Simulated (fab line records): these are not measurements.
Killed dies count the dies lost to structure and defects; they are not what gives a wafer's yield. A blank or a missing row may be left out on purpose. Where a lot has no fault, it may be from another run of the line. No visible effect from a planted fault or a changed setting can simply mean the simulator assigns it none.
Struck lot and sound lot, side by side || flow sky130 || 16 steps out of a route of 708
Sound: wafers L741.1, L741.3, L741.6. Struck: wafers L751.2, L751.5, L751.6. The cause is given at the end.
Order at every step that has rows: each side's tool, ch and its chambers, its first start. Under that, the readings that differ: sound wafers || struck wafers || difference of the means || sigmas: that difference in standard deviations of wafers without a fault.
alike: readings with means less than 2 such deviations apart, plus words and numbers identical on both sides. not compared: withheld readings, readings lacking a value on some wafer, bounds such as >300 that could conceal the same value, and numbers that have no deviation in the record and whose values overlap.
Wherever a step has rows on one side only, a row that says differs or no value, or a row with sigmas, the two part there. Numbers that have no deviation but don't overlap get no sigmas and don't part them. Lack of a reading on every wafer of one side parts them only where that side has two or more wafers.

first, 3 steps without rows for these wafers: SKY_METAL2_EXPOSE_12 (exposes mask MM2, target cd 140 nm); SKY_METAL2_PEB_13; SKY_METAL2_DEVELOP_14 (develop time 60 s).
SKY_METAL2_CD_MEAS_15: the cd target is 140 nm.
  sound on cd_sem-02 at day 39 11:04; struck on cd_sem-02 at day 42 03:59
  alike: cd_nm
SKY_METAL2_OVL_MEAS_16:
  sound on overlay-01 at day 39 11:11; struck on overlay-01 at day 42 04:05
  alike: METAL2_OVL
SKY_METAL2_DESCUM_17: chemistry O2, time 8 s.
  sound on rie_metal-02 ch 0, day 39 11:13; struck on rie_metal-03 ch 1, day 42 04:08
  alike: drypump_motor_current_A, oes_product_au
  not compared: rf_hours_counter_h
SKY_METAL2_ETCH_18: etches BARC in N2/H2, stops on SiO2, time 45.9 s, target depth 60 nm.
  sound on rie_metal-02 ch 0, day 39 11:15; struck on rie_metal-03 ch 1, day 42 04:12
  alike: drypump_motor_current_A, n2_flow_sccm, oes_product_au, throttle_valve_pct
  not compared: rf_hours_counter_h
SKY_METAL2_METAL_ETCH_19: etches the open film in Cl2/BCl3, stops on SiO2, target depth 360 nm, time 78 s.
  sound on rie_metal-02 ch 0, day 39 11:19; struck on rie_metal-03 ch 1, day 42 04:20
  alike: drypump_motor_current_A, oes_product_au, throttle_valve_pct
  not compared: rf_hours_counter_h
SKY_METAL2_STRIP_20: strips in O2/N2.
  sound on plasma_asher-04 ch 0,1, day 39 11:24; struck on plasma_asher-02 ch 0,1, day 42 04:29
  alike: drypump_motor_current_A, n2_flow_sccm, o2_flow_sccm, oes_product_au, strip_time_to_endpoint_s
  not compared: rf_hours_counter_h
then, 3 steps without rows for these wafers: SKY_METAL2_STRIP_21 (strips in post etch residue remover, time 1200 s); SKY_METAL2_CLEAN_22 (cleans in IPA, time 180 s); SKY_METAL2_CLEAN_23 (cleans in O3/DIW).
SKY_VIA2_HDPCVD_00: deposits SiO2, target thk 1180 nm, time 196.7 s.
  sound on hdpcvd-02 ch 0,2, day 39 12:01; struck on hdpcvd-01 ch 0,1, day 42 05:10
{"reading": "sih4_flow_sccm (sccm)", "sound": "60.24 60.03 60.36", "struck": "90.08 90.09 90.05", "difference": "+29.86", "sigmas": "+99 or more"}
{"reading": "model.SiO2_of_VIA2_HDPCVD_00.thk_nm (nm)", "sound": "1186 1200 1201", "struck": "1764 1771 1747", "difference": "+565", "sigmas": ""}
SKY_VIA2_THK_MEAS_01:
  sound on film_metro-02 at day 39 12:09; struck on film_metro-04 at day 42 05:18
{"reading": "VIA2_HDPCVD_THK (nm)", "sound": "1187 1200 1201", "struck": "1765 1770 1746", "difference": "+564", "sigmas": "+47"}
SKY_VIA2_CMP_02: polishes SiO2.
  sound on cmp-01 ch 0,1, day 39 12:13; struck on cmp-01 ch 0,1,2, day 42 05:30
  alike: motor_current_A
-- the record jumps here: 9 days lie between the struck wafers' starts before and after (it left off in module VIA2 and takes up again in module PAD_OPEN, whose first step shown is number 708 of the route) --
SKY_PAD_OPEN_PROBE_99:
  sound on prober-01 at day 49 03:50; struck on prober-01 at day 50 23:35
  alike: defect_limited_yield, killed_at_M0_to_M3, killed_at_M4_up, killed_at_contacts, killed_at_front_end, killed_at_other, killed_dies, killed_open, killed_short, sort_bin_3_pad_short, sort_bin_5_function, sort_bin_6_memory, sort_n_pass, sort_yield_pct

== WHERE THEY PART ==
First at SKY_VIA2_HDPCVD_00; last, within this record, at SKY_VIA2_THK_MEAS_01. Later steps at which nothing parts them and some readings are alike: SKY_VIA2_CMP_02, SKY_PAD_OPEN_PROBE_99.

WHY: the cause the simulator had injected
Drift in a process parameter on hdpcvd-01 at SKY_VIA2_HDPCVD_00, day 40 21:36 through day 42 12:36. From 60, the setting sih4_flow_sccm moved by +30. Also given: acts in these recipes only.
